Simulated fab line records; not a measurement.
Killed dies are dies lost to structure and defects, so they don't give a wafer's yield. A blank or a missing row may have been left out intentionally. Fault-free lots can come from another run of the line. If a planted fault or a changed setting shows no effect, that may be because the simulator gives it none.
Which tool did it? ; flow sky130 ; Sampling: 10 lots, 30 wafers, 6 of 708 route steps

WHAT EACH GAUGE READ, for each wafer
SKY_SD_N_TW_MEAS_12.
lot;measured;on;SD_N_TW
L892;day 29 12:41;film_metro-01;3973 3974 4005
L896;day 30 20:32;film_metro-01;3975 3987 3985
L899;day 31 07:02;film_metro-02;4073 4075 4063
L902;day 32 10:58;film_metro-02;4064 4051 4047
L904;day 33 07:01;film_metro-04;3981 4010 4002
L905;day 33 13:02;film_metro-04;3990 3974 3994
L906;day 33 17:15;film_metro-02;3468 3466 3453 3445 3447 3467
L907;day 34 08:22;film_metro-04;3396 3397 3441 3422 3421 3444
L911;day 36 07:55;film_metro-04;4029 4038 4031
L910;day 36 10:10;film_metro-04;4013 4040 4040

SKY_SD_N_RS_MEAS_16: measures by four-point-probe.
lot;measured;on;SD_N_RS (ohm/sq)
L892;day 29 12:58;film_metro-02;68.37 68.44 68.35
L896;day 30 20:50;film_metro-02;68.51 68.38 68.31
L899;day 31 07:19;film_metro-04;68.45 68.34 68.45
L902;day 32 11:15;film_metro-01;68.44 68.51 68.38
L904;day 33 07:18;film_metro-02;68.66 68.46 68.55
L905;day 33 13:20;film_metro-01;68.50 68.57 68.71
L906;day 33 20:51;film_metro-01;162.62 163.38 162.31 162.37 163.21 162.11
L907;day 34 10:47;film_metro-04;162.20 160.99 155.31 162.47 161.06 155.57
L911;day 36 08:15;film_metro-01;68.79 68.47 68.43
L910;day 36 10:27;film_metro-02;68.53 68.48 68.42

SKY_LI_CONTACT_THK_MEAS_01.
lot;measured;on;LI_CONTACT_HDPCVD_THK (nm)
L892;day 29 13:26;film_metro-01;929 924 939
L896;day 30 21:18;film_metro-04;938 924 936
L899;day 31 07:52;film_metro-04;922 935 926
L902;day 32 11:45;film_metro-01;903 901 909
L904;day 33 07:47;film_metro-04;922 929 927
L905;day 33 13:48;film_metro-04;917 910 915
L911;day 36 08:44;film_metro-04;940 941 936
L910;day 36 10:56;film_metro-01;945 927 938

WHICH TOOL RAN EACH LOT (tool, then ch and the chambers of the sampled wafers, then the start)
lot;SKY_POLY_CUT_ETCH_11;SKY_SD_N_IMPLANT_09;SKY_SD_N_STRIP_11
L892;rie_diel-04 ch 0,3, day 25 22:33;implanter-01 ch 0, day 29 12:17;plasma_asher-04 ch 0,1, day 29 12:34
L896;rie_diel-03 ch 1,3, day 27 07:48;implanter-04 ch 0, day 30 20:09;plasma_asher-04 ch 1, day 30 20:26
L899;rie_diel-01 ch 1,2,3, day 27 18:55;implanter-01 ch 0, day 31 06:38;plasma_asher-04 ch 0,1, day 31 06:56
L902;rie_diel-04 ch 0,2,3, day 29 00:12;implanter-01 ch 0, day 32 10:34;plasma_asher-03 ch 1, day 32 10:52
L904;rie_diel-01 ch 0,1,2, day 29 20:58;implanter-04 ch 0, day 33 06:37;plasma_asher-03 ch 0,1, day 33 06:55
L905;rie_diel-01 ch 0,1,2, day 30 03:09;implanter-01 ch 0, day 33 12:40;plasma_asher-03 ch 0,1, day 33 12:57
L906;rie_diel-03 ch 0,1,2, day 30 07:13;implanter-04 ch 0, day 33 16:53;plasma_asher-02 ch 0,1, day 33 17:10
L907;rie_diel-04 ch 0,1,3, day 30 22:49;implanter-04 ch 0, day 34 07:58;plasma_asher-02 ch 0,1, day 34 08:16
L911;rie_diel-01 ch 0,2,3, day 33 00:13;implanter-03 ch 0, day 36 07:31;plasma_asher-04 ch 0,1, day 36 07:49
L910;rie_diel-03 ch 0,1,2, day 33 02:37;implanter-01 ch 0, day 36 09:46;plasma_asher-04 ch 0,1, day 36 10:04
- SKY_POLY_CUT_ETCH_11: etches Si3N4 in CF4/CH2F2/Ar, stops on poly-Si, time 42.5 s, target depth 60 nm.
- SKY_SD_N_IMPLANT_09
- SKY_SD_N_STRIP_11: strips in O2/N2.

WHAT THE TOOLS THEMSELVES READ (means of the sampled wafers that have a number; where no wafer has one, the mark that the record gives instead)
SKY_POLY_CUT_ETCH_11.
lot;tool;drypump_motor_current_A (A);oes_product_au (a.u.);throttle_valve_pct (%)
L892;rie_diel-04;6.2;0.824;15.003
L896;rie_diel-03;5.2;0.830;14.989
L899;rie_diel-01;5.3;0.840;14.997
L902;rie_diel-04;5.9;0.823;14.999
L904;rie_diel-01;5.4;0.835;14.988
L905;rie_diel-01;5.4;0.830;14.995
L906;rie_diel-03;5.5;0.831;14.997
L907;rie_diel-04;6.0;0.835;14.995
L911;rie_diel-01;5.6;0.838;14.996
L910;rie_diel-03;5.5;0.836;14.998

SKY_SD_N_IMPLANT_09.
lot;tool;beam_on_s (s);dose_ions_cm2;end_station_pressure_torr (Torr);faraday_current_uA
L892;implanter-01;18.8;4e+15;1.32e-05;11664
L896;implanter-04;16.6;4e+15;1.34e-05;13163
L899;implanter-01;19.2;4e+15;1.24e-05;11391
L902;implanter-01;19.1;4e+15;1.31e-05;11519
L904;implanter-04;17.1;4e+15;1.45e-05;12795
L905;implanter-01;18.9;4e+15;1.28e-05;11603
L906;implanter-04;10.0;5e+14;7.13e-06;2744
L907;implanter-04;9.8;5e+14;6.97e-06;2796
L911;implanter-03;19.1;4e+15;1.22e-05;11450
L910;implanter-01;19.3;4e+15;1.28e-05;11395

SKY_SD_N_STRIP_11.
lot;tool;drypump_motor_current_A (A);oes_product_au (a.u.);strip_time_to_endpoint_s (s)
L892;plasma_asher-04;6.1;0.527;22.53
L896;plasma_asher-04;6.0;0.525;22.59
L899;plasma_asher-04;6.3;0.529;22.59
L902;plasma_asher-03;5.5;0.526;22.59
L904;plasma_asher-03;6.2;0.528;22.57
L905;plasma_asher-03;6.2;0.530;22.57
L906;plasma_asher-02;5.2;0.647;16.16
L907;plasma_asher-02;5.4;0.645;16.23
L911;plasma_asher-04;6.3;0.528;22.59
L910;plasma_asher-04;6.3;0.529;22.54

THE ANSWER, worked out from the rows above alone
Rule: usual is defined by the lots themselves. Put in order of their means at a reading, lots are off if they are a third of the lots or fewer, leave a main group of 4 or more, and stand apart from it by a gap of 3 or more times the standard deviation of the main group's means; of several such gaps the widest counts. A main group whose means are all the same, to the digits that the tables above print for the reading, isn't used. Also off: a lot with no number at a reading for which 4 or more lots have one. Any other lot the step has rows for is counted as sound. The gauges are gone through in route order, then the tools' own readings, and for those a lot's mean is taken as printed above. The first step at which some lot is off is used, and at that step the reading that is off furthest; a lot without a number counts as furthest.
Off: L906, L907, at SKY_SD_N_TW_MEAS_12 (SD_N_TW). For the main group the mean is 4017 and the standard deviation 32.
A tool fits if, at a process step before that reading, it ran every lot that is off, and no sound lot after the first of them. Not tried: the gauges at SKY_SD_N_TW_MEAS_12; whatever is off there is also off at SKY_SD_N_IMPLANT_09, on other tools, and gauge error can't account for it. Can't be told from this: 2 tools fit, implanter-04 at SKY_SD_N_IMPLANT_09, plasma_asher-02 at SKY_SD_N_STRIP_11.

WHAT THE SIMULATOR HAD INSERTED
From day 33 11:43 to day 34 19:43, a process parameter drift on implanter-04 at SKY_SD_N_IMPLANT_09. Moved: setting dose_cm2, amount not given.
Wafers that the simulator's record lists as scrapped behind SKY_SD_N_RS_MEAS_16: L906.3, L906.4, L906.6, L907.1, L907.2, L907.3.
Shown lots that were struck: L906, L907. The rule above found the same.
